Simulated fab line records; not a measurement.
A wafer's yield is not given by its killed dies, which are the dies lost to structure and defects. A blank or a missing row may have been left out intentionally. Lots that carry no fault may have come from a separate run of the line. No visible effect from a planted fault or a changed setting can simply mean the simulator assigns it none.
fab line records	flow sky130
record lots=11	wafers=33	lastDay=50
route steps=708 shown SD_N@356 SD_P@359 LOCAL_INTERCONNECT@400 CONTACT@411 METAL1@449
lots that met no fault: taken from a fault-free run of the same line
startH: hours from the record's opening day to when the first of the lot's shown wafers began	waitH: hours from the lot's prior step to this one	" repeats the value in the row above	L1.1+2: several wafers, shown together as one row	- no value present, or no start provided	* or withheld: withheld	< > ~ a bound
route shown NAME@n: NAME is a module with steps in the file, n the number in the route of the first one	usual: mean/standard deviation of fault-free wafers	same: alike in all rows	chamber/n: place in a boat	sites: each site's reading	_std_site: the values' standard deviation	_edge_site: the outer-site mean with the inner-site mean subtracted	radiusMm: how far each site lies from the wafer's centre	mask NAME#n: copy n	behind: the last tool/chamber to shape the wafer	hold: what put the lot on hold/how long, in hours/how the hold closed	device: whichever transistor did not switch (one of n, p or np)	end of line: the same wafers' tests at the end of the route	a step with no rows: only its recipe	killed: the dies lost at the first sort to structure and to defects; this is not the yield of the wafer	map: dies across one wafer; x = killed, . = not, _ = none there
set.NAME: the run value of the setting; set.NAME@STEP: its run value at that earlier step	model.NAME: the simulator's own value behind a step, which no gauge read
route steps across a sampled set of lots; one table per step, one row per wafer
services: the hour from which a tool's chamber was out of use, counted from the record's first day as startH (under 0 if before that day), plus the number of hours and why
## steps
# step SKY_SD_N_RTA_14
# recipe tempC=1075	timeS=2	idleTempC=650	rampUpCPerS=150	rampDownCPerS=90	ambient=N2
# usual lampPowerPct=15.74/0.051	rampDownCPerS=89.999/0.017	wafer_temp_C_max=1078.1/1.4
lot.wafer	tool	chamber	startH	waitH	lampPowerPct	rampDownCPerS	wafer_temp_C_max
L452.1	rtpAnneal-01	0	656.54	0.0	15.79	89.989	1078.2
L452.2	"	0	"	"	15.70	90.021	1078.4
L452.3	"	0	"	"	15.75	90.024	1079.3
L453.2	rtpAnneal-02	0	658.13	0.0	15.74	89.994	1080.3
L453.4	"	0	"	"	15.78	90.019	1076.8
L453.5	"	0	"	"	15.75	90.012	1077.7
L454.4	rtpAnneal-01	0	662.89	0.0	15.81	90.037	1077.6
L454.5	"	0	"	"	15.71	90.002	1079.4
L454.6	"	0	"	"	15.75	89.992	1077.6
L459.2	rtpAnneal-02	0	708.21	0.0	15.66	90.006	1078.5
L459.3	"	0	"	"	15.80	89.998	1076.8
L459.4	"	0	"	"	15.78	90.007	1076.5
L461.4	rtpAnneal-01	0	722.50	0.0	15.72	89.997	1078.2
L461.5	"	0	"	"	15.60	89.963	1078.7
L461.6	"	0	"	"	15.78	90.006	1077.7
L464.1	rtpAnneal-02	0	756.75	0.0	15.82	89.971	1077.5
L464.3	"	0	"	"	15.73	89.996	1079.0
L464.5	"	0	"	"	15.83	90.014	1077.1
L465.2	rtpAnneal-01	0	759.00	0.0	15.33	89.996	1062.6
L465.4	"	0	"	"	15.36	90.022	1061.5
L465.5	"	0	"	"	15.41	89.998	1059.8
L466.2	rtpAnneal-02	0	769.66	0.0	15.74	89.947	1078.0
L466.3	"	0	"	"	15.76	89.978	1078.7
L466.5	"	0	"	"	15.73	90.008	1076.6
L467.2	rtpAnneal-01	0	772.33	0.0	15.43	89.986	1060.6
L467.3	"	0	"	"	15.57	90.012	1057.9
L467.4	"	0	"	"	15.50	90.021	1059.6
L472.1	rtpAnneal-02	0	799.32	0.0	15.71	90.006	1079.5
L472.5	"	0	"	"	15.81	89.987	1079.6
L472.6	"	0	"	"	15.81	90.016	1080.1
L474.1	rtpAnneal-02	0	816.68	0.0	15.67	89.999	1078.1
L474.2	"	0	"	"	15.79	89.970	1077.1
L474.4	"	0	"	"	15.73	90.013	1077.0
# step SKY_SD_N_RS_MEAS_16
# recipe thkMeasGauge=four-point-probe
# usual SD_N_RS=68.61/0.11
lot.wafer	tool	chamber	startH	waitH	SD_N_RS[ohm/sq]
L452.1	filmMetro-03	-	656.72	0.1	68.54
L452.2	"	-	"	"	68.38
L452.3	"	-	"	"	68.77
L453.2	filmMetro-04	-	658.31	0.1	68.72
L453.4	"	-	"	"	68.69
L453.5	"	-	"	"	68.73
L454.4	filmMetro-04	-	663.10	0.1	68.63
L454.5	"	-	"	"	68.49
L454.6	"	-	"	"	68.47
L459.2	filmMetro-04	-	708.39	0.1	68.49
L459.3	"	-	"	"	68.59
L459.4	"	-	"	"	68.56
L461.4	filmMetro-03	-	722.71	0.1	68.70
L461.5	"	-	"	"	68.65
L461.6	"	-	"	"	68.65
L464.1	filmMetro-03	-	756.93	0.1	68.59
L464.3	"	-	"	"	68.58
L464.5	"	-	"	"	68.55
L465.2	filmMetro-02	-	759.19	0.1	71.29
L465.4	"	-	"	"	71.22
L465.5	"	-	"	"	71.20
L466.2	filmMetro-03	-	769.85	0.1	68.57
L466.3	"	-	"	"	68.59
L466.5	"	-	"	"	68.64
L467.2	filmMetro-04	-	772.51	0.1	71.41
L467.3	"	-	"	"	71.31
L467.4	"	-	"	"	71.44
L472.1	filmMetro-04	-	799.49	0.1	68.61
L472.5	"	-	"	"	68.62
L472.6	"	-	"	"	68.66
L474.1	filmMetro-02	-	816.85	0.1	68.54
L474.2	"	-	"	"	68.60
L474.4	"	-	"	"	68.65
# step SKY_SD_N_RS_MEAS_17
# recipe thkMeasGauge=four-point-probe
# usual SD_P_RS=147.2/0.33
lot.wafer	tool	chamber	startH	waitH	SD_P_RS[ohm/sq]
L452.1	filmMetro-03	-	656.84	0.1	146.6
L452.2	"	-	"	"	146.8
L452.3	"	-	"	"	147.5
L453.2	filmMetro-04	-	658.43	0.1	147.4
L453.4	"	-	"	"	146.9
L453.5	"	-	"	"	147.2
L454.4	filmMetro-04	-	663.22	0.1	146.7
L454.5	"	-	"	"	147.3
L454.6	"	-	"	"	147.2
L459.2	filmMetro-04	-	708.51	0.1	146.6
L459.3	"	-	"	"	147.1
L459.4	"	-	"	"	146.9
L461.4	filmMetro-03	-	722.83	0.1	147.2
L461.5	"	-	"	"	146.9
L461.6	"	-	"	"	147.3
L464.1	filmMetro-03	-	757.05	0.1	147.0
L464.3	"	-	"	"	147.2
L464.5	"	-	"	"	147.1
L465.2	filmMetro-02	-	759.31	0.1	162.5
L465.4	"	-	"	"	162.4
L465.5	"	-	"	"	162.4
L466.2	filmMetro-03	-	769.97	0.1	147.1
L466.3	"	-	"	"	147.8
L466.5	"	-	"	"	147.2
L467.2	filmMetro-04	-	772.63	0.1	162.9
L467.3	"	-	"	"	162.8
L467.4	"	-	"	"	163.1
L472.1	filmMetro-04	-	799.61	0.1	147.3
L472.5	"	-	"	"	147.1
L472.6	"	-	"	"	147.3
L474.1	filmMetro-02	-	816.97	0.1	147.1
L474.2	"	-	"	"	147.0
L474.4	"	-	"	"	147.3
# step SKY_LOCAL_INTERCONNECT_ETCH_13
# recipe chemistry=N2/H2	target=BARC	ionEnergyEv=200	biasW=100	pressureMtorr=30	n2FlowSccm=100	h2FlowSccm=200	icpW=500	stopOn=SiO2	timeS=45.9	targetDepthA=600
# usual drypumpMotorCurrentA=5.8/0.65	heBacksideLeakSccm=3.3/0.34	oesProductAu=0.855/0.005	throttleValvePct=13.224/0.0087
lot.wafer	tool	chamber	startH	waitH	drypumpMotorCurrentA	heBacksideLeakSccm	oesProductAu	rfHoursCounterH	throttleValvePct
L452.1	rieMetal-04	1	715.04	0.0	6.8	3.4	0.857	1	13.231
L452.2	"	0	"	"	6.1	3.4	0.845	11	13.233
L452.3	"	0	"	"	6.1	3.4	0.856	-	13.222
L453.2	rieMetal-04	1	716.67	0.0	6.8	3.4	0.851	1	13.220
L453.4	"	0	"	"	6.1	3.5	0.842	-	13.233
L453.5	"	0	"	"	6.1	3.4	0.861	-	13.244
L454.4	rieMetal-04	0	722.10	0.0	6.1	3.5	0.851	-	13.229
L454.5	"	0	"	"	6.1	3.5	0.855	-	13.233
L454.6	"	1	"	"	6.8	3.2	0.857	-	13.222
L459.2	rieMetal-03	0	764.57	0.0	5.3	3.3	0.848	14	13.232
L459.3	"	1	"	"	5.7	3.1	0.849	-	13.224
L459.4	"	0	"	"	5.3	3.3	0.855	-	13.219
L461.4	rieMetal-01	0	778.89	0.0	4.9	3.1	0.849	-	13.212
L461.5	"	0	"	"	4.9	3.1	0.854	-	13.211
L461.6	"	1	"	"	5.8	3.4	0.847	-	13.231
L464.1	rieMetal-01	0	812.30	0.0	4.9	3.0	0.855	7	13.217
L464.3	"	1	"	"	5.8	3.5	0.860	-	13.235
L464.5	"	0	"	"	4.9	3.0	0.862	-	13.218
L465.2	rieMetal-04	1	815.22	0.0	6.7	3.3	0.853	4	13.230
L465.4	"	0	"	"	6.1	3.3	0.848	-	13.211
L465.5	"	1	"	"	6.8	3.4	0.856	-	13.202
L466.2	rieMetal-01	1	824.40	0.0	5.7	3.4	0.857	6	13.226
L466.3	"	0	"	"	4.9	3.1	0.867	-	13.233
L466.5	"	1	"	"	5.8	3.5	0.860	-	13.215
L467.2	rieMetal-04	1	827.91	0.0	6.8	3.5	0.861	5	13.214
L467.3	"	0	"	"	6.1	3.4	0.856	-	13.222
L467.4	"	1	"	"	6.8	3.4	0.852	-	13.231
L472.1	rieMetal-04	0	855.03	0.0	6.1	3.4	0.851	16	13.224
L472.5	"	1	"	"	6.7	3.3	0.854	-	13.225
L472.6	"	0	"	"	6.0	3.3	0.854	-	13.212
L474.1	rieMetal-01	0	870.80	0.0	4.9	3.1	0.859	9	13.228
L474.2	"	1	"	"	5.8	3.6	0.867	8	13.225
L474.4	"	0	"	"	4.9	3.1	0.863	-	13.220
# step SKY_CONTACT_BOW_MEAS_05
# recipe mode=bow
# usual CONTACT_BOW=82/6.8
lot.wafer	tool	chamber	startH	waitH	CONTACT_BOW[um]
L452.1	filmMetro-02	-	716.28	0.1	76
L452.2	"	-	"	"	81
L452.3	"	-	"	"	97
L453.2	filmMetro-03	-	717.99	0.2	79
L453.4	"	-	"	"	86
L453.5	"	-	"	"	93
L454.4	filmMetro-03	-	723.38	0.3	87
L454.5	"	-	"	"	84
L454.6	"	-	"	"	93
L459.2	filmMetro-02	-	765.82	0.2	75
L459.3	"	-	"	"	71
L459.4	"	-	"	"	72
L461.4	filmMetro-03	-	780.16	0.3	83
L461.5	"	-	"	"	83
L461.6	"	-	"	"	78
L464.1	filmMetro-01	-	813.53	0.1	77
L464.3	"	-	"	"	81
L464.5	"	-	"	"	73
L465.2	filmMetro-02	-	816.48	0.3	85
L465.4	"	-	"	"	92
L465.5	"	-	"	"	92
L466.2	filmMetro-02	-	825.71	0.2	75
L466.3	"	-	"	"	89
L466.5	"	-	"	"	80
L467.2	filmMetro-03	-	829.21	0.2	85
L467.3	"	-	"	"	79
L467.4	"	-	"	"	77
L472.1	filmMetro-02	-	856.38	0.1	76
L472.5	"	-	"	"	73
L472.6	"	-	"	"	80
L474.1	filmMetro-03	-	872.02	0.2	80
L474.2	"	-	"	"	83
L474.4	"	-	"	"	77
# step SKY_METAL1_CD_MEAS_15
# recipe targetCdNm=140
# usual cdNm=139.6/1.6
lot.wafer	tool	chamber	startH	waitH	cdNm
L452.1	cdSem-01	-	772.95	-	140.0
L452.2	"	-	"	"	140.1
L452.3	"	-	"	"	139.2
L453.2	cdSem-01	-	774.40	-	138.7
L453.4	"	-	"	"	137.3
L453.5	"	-	"	"	139.2
L454.4	cdSem-01	-	778.35	-	138.6
L454.5	"	-	"	"	138.9
L454.6	"	-	"	"	138.0
L459.2	cdSem-01	-	820.55	-	139.2
L459.3	"	-	"	"	138.2
L459.4	"	-	"	"	138.0
L461.4	cdSem-01	-	833.96	-	138.8
L461.5	"	-	"	"	137.5
L461.6	"	-	"	"	139.6
L464.1	cdSem-01	-	867.70	-	143.0
L464.3	"	-	"	"	143.0
L464.5	"	-	"	"	141.2
L465.2	cdSem-01	-	870.00	-	140.3
L465.4	"	-	"	"	139.6
L465.5	"	-	"	"	141.1
L466.2	cdSem-01	-	879.71	-	138.9
L466.3	"	-	"	"	138.3
L466.5	"	-	"	"	139.5
L467.2	cdSem-02	-	882.35	-	140.2
L467.3	"	-	"	"	141.1
L467.4	"	-	"	"	141.4
L472.1	cdSem-02	-	908.59	-	138.1
L472.5	"	-	"	"	139.0
L472.6	"	-	"	"	138.8
L474.1	cdSem-02	-	925.35	-	139.9
L474.2	"	-	"	"	138.6
L474.4	"	-	"	"	138.7
## services
tool	chamber	startH	hours	kind
rieMetal-04	1	633.75	-	clean
rieMetal-04	1	633.75	21.2	scheduledDown
rieMetal-04	1	633.75	21.2	ventCycle
rieMetal-01	1	638.72	-	clean
rieMetal-01	1	638.72	18.4	scheduledDown
rieMetal-01	1	638.72	18.4	ventCycle
rieMetal-03	-	641.59	1.4	pm
rieMetal-03	0	660.12	12.6	repair
rieMetal-03	-	693.30	2.8	pm
rtpAnneal-01	-	706.69	4.2	pm
rieMetal-04	-	776.47	4.3	pm
rieMetal-03	0	785.88	-	clean
rieMetal-03	0	785.88	29.9	scheduledDown
rieMetal-03	0	785.88	29.9	ventCycle
rieMetal-04	1	791.74	1.5	repair
rieMetal-03	-	820.09	0.5	repair
rieMetal-01	-	852.71	0.6	repair
rieMetal-04	0	859.61	-	clean
rieMetal-04	0	859.61	17.3	scheduledDown
rieMetal-04	0	859.61	17.3	ventCycle
## key
firstSign step=SKY_SD_N_RTA_14	reading=wafer_temp_C_max	direction=down	sigmas=13	usual=*	struck=*
effect step=SKY_SD_N_RTA_14	reading=lampPowerPct	direction=down	sigmas=5.9	usual=15.74	struck=15.43
effect step=SKY_SD_N_RS_MEAS_16	reading=SD_N_RS	direction=up	sigmas=25	usual=68.61	struck=71.31
effect step=SKY_SD_N_RS_MEAS_17	reading=SD_P_RS	direction=up	sigmas=46	usual=147.2	struck=162.7
metAt SKY_SD_N_RTA_14
struckLots L465,L467
testerLeftOut L465,L467
notActingAt SKY_LOCAL_INTERCONNECT_ETCH_13,SKY_CONTACT_BOW_MEAS_05,SKY_METAL1_CD_MEAS_15
onsetBetween 722.50 759.00
fault kind=processParameterDrift	tool=rtpAnneal-01	chamber=-	onsetH=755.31	steps=SKY_SD_N_RTA_14	channel=tempC	offset=*	shape=step	endH=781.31	actsIn=*	stated=*
# testerLeftOut: of these lots the tester's yield and bins aren't shown, on N5 and GAA mostly nor the transistor test; their killed dies are dies lost to structure and defects alone, not to doping, threshold or leakage, so they don't give the yield
